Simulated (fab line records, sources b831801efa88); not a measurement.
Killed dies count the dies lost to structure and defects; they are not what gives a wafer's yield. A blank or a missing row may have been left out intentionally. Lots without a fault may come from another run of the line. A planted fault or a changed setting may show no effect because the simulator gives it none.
Chamber matching / flow gf180mcu / GF_PASSIVATION_ETCH_11 on rie diel-02: 4 sister chambers
The step etches the open film in CF4/O2, stops on TiN, target depth 2040 nm, time 453.3 s. 18 wafers are shown with their chamber, then 9 later ones without.

## WAFERS WITH THEIR CHAMBER
wafer=L076.3; chamber=0; drypump motor current A (A)=5.7; oes product au (a.u.)=0.975; throttle valve pct (%)=5.965
wafer=L076.4; chamber=3; drypump motor current A (A)=5.7; oes product au (a.u.)=0.992; throttle valve pct (%)=5.979
wafer=L076.5; chamber=0; drypump motor current A (A)=5.7; oes product au (a.u.)=0.987; throttle valve pct (%)=5.965
wafer=L077.2; chamber=0; drypump motor current A (A)=5.7; oes product au (a.u.)=0.987; throttle valve pct (%)=5.955
wafer=L077.3; chamber=1; drypump motor current A (A)=5.7; oes product au (a.u.)=0.989; throttle valve pct (%)=5.970
wafer=L077.6; chamber=2; drypump motor current A (A)=4.8; oes product au (a.u.)=0.992; throttle valve pct (%)=5.967
wafer=L082.3; chamber=2; drypump motor current A (A)=4.9; oes product au (a.u.)=0.989; throttle valve pct (%)=5.971
wafer=L082.4; chamber=0; drypump motor current A (A)=5.7; oes product au (a.u.)=0.968; throttle valve pct (%)=5.977
wafer=L082.5; chamber=0; drypump motor current A (A)=5.7; oes product au (a.u.)=0.976; throttle valve pct (%)=5.984
wafer=L088.1; chamber=3; drypump motor current A (A)=5.7; oes product au (a.u.)=1.002; throttle valve pct (%)=5.973
wafer=L088.3; chamber=0; drypump motor current A (A)=5.7; oes product au (a.u.)=0.977; throttle valve pct (%)=5.964
wafer=L088.5; chamber=1; drypump motor current A (A)=5.7; oes product au (a.u.)=0.990; throttle valve pct (%)=5.960
wafer=L092.2; chamber=2; drypump motor current A (A)=4.8; oes product au (a.u.)=0.989; throttle valve pct (%)=5.973
wafer=L092.3; chamber=1; drypump motor current A (A)=5.7; oes product au (a.u.)=0.990; throttle valve pct (%)=5.975
wafer=L092.5; chamber=1; drypump motor current A (A)=5.7; oes product au (a.u.)=0.984; throttle valve pct (%)=5.960
wafer=L095.1; chamber=2; drypump motor current A (A)=4.8; oes product au (a.u.)=0.991; throttle valve pct (%)=5.970
wafer=L095.2; chamber=0; drypump motor current A (A)=5.8; oes product au (a.u.)=0.982; throttle valve pct (%)=5.967
wafer=L095.3; chamber=3; drypump motor current A (A)=5.7; oes product au (a.u.)=0.990; throttle valve pct (%)=5.967

SIGNATURES, as means of the wafers listed above
reading=drypump motor current A; chamber 0=5.714; chamber 1=5.700; chamber 2=4.825; chamber 3=5.700; scatter within a chamber=0.0339
reading=oes product au; chamber 0=0.97886; chamber 1=0.98825; chamber 2=0.99025; chamber 3=0.99467; scatter within a chamber=0.00535
reading=throttle valve pct; chamber 0=5.96814; chamber 1=5.96625; chamber 2=5.97025; chamber 3=5.97300; scatter within a chamber=0.00756
Rule: for each reading, subtract the chamber's mean from the wafer's reading, divide by that reading's scatter and square the result; add these up over the readings and take the root, which gives the wafer's distance from the chamber. The wafer belongs to the nearest chamber; if the next one is less than 2 further off, it can't be placed. The scatter is the square root of a quotient: the sum, over the shown wafers, of each reading's squared deviation from its chamber's mean, divided by wafers minus chambers.

## WAFERS WHOSE CHAMBER IS MISSING
wafer=L096.1; drypump motor current A (A)=5.7; oes product au (a.u.)=0.985; throttle valve pct (%)=5.967
wafer=L096.2; drypump motor current A (A)=4.8; oes product au (a.u.)=0.992; throttle valve pct (%)=5.978
wafer=L096.3; drypump motor current A (A)=5.7; oes product au (a.u.)=0.997; throttle valve pct (%)=5.976
wafer=L097.1; drypump motor current A (A)=5.7; oes product au (a.u.)=0.983; throttle valve pct (%)=5.968
wafer=L097.2; drypump motor current A (A)=5.8; oes product au (a.u.)=0.980; throttle valve pct (%)=5.943
wafer=L097.3; drypump motor current A (A)=4.8; oes product au (a.u.)=1.000; throttle valve pct (%)=5.963
wafer=L097.4; drypump motor current A (A)=5.7; oes product au (a.u.)=0.977; throttle valve pct (%)=5.975
wafer=L097.5; drypump motor current A (A)=4.8; oes product au (a.u.)=0.990; throttle valve pct (%)=5.964
wafer=L097.6; drypump motor current A (A)=5.7; oes product au (a.u.)=0.995; throttle valve pct (%)=5.962

## WHICH CHAMBER EACH WENT THROUGH
wafer=L096.1; from the rows above=can't be placed: 1 or 0 or 3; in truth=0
wafer=L096.2; from the rows above=2; in truth=2
wafer=L096.3; from the rows above=can't be placed: 3 or 1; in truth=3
wafer=L097.1; from the rows above=can't be placed: 0 or 1 or 3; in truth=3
wafer=L097.2; from the rows above=can't be placed: 0 or 1 or 3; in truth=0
wafer=L097.3; from the rows above=2; in truth=2
wafer=L097.4; from the rows above=can't be placed: 0 or 1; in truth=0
wafer=L097.5; from the rows above=2; in truth=2
wafer=L097.6; from the rows above=can't be placed: 1 or 3 or 0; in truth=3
Correct placement for 3 of the 9. From these rows, 6 cannot be placed; in 6 the true chamber is one of the candidates. Number placed wrongly: 0.
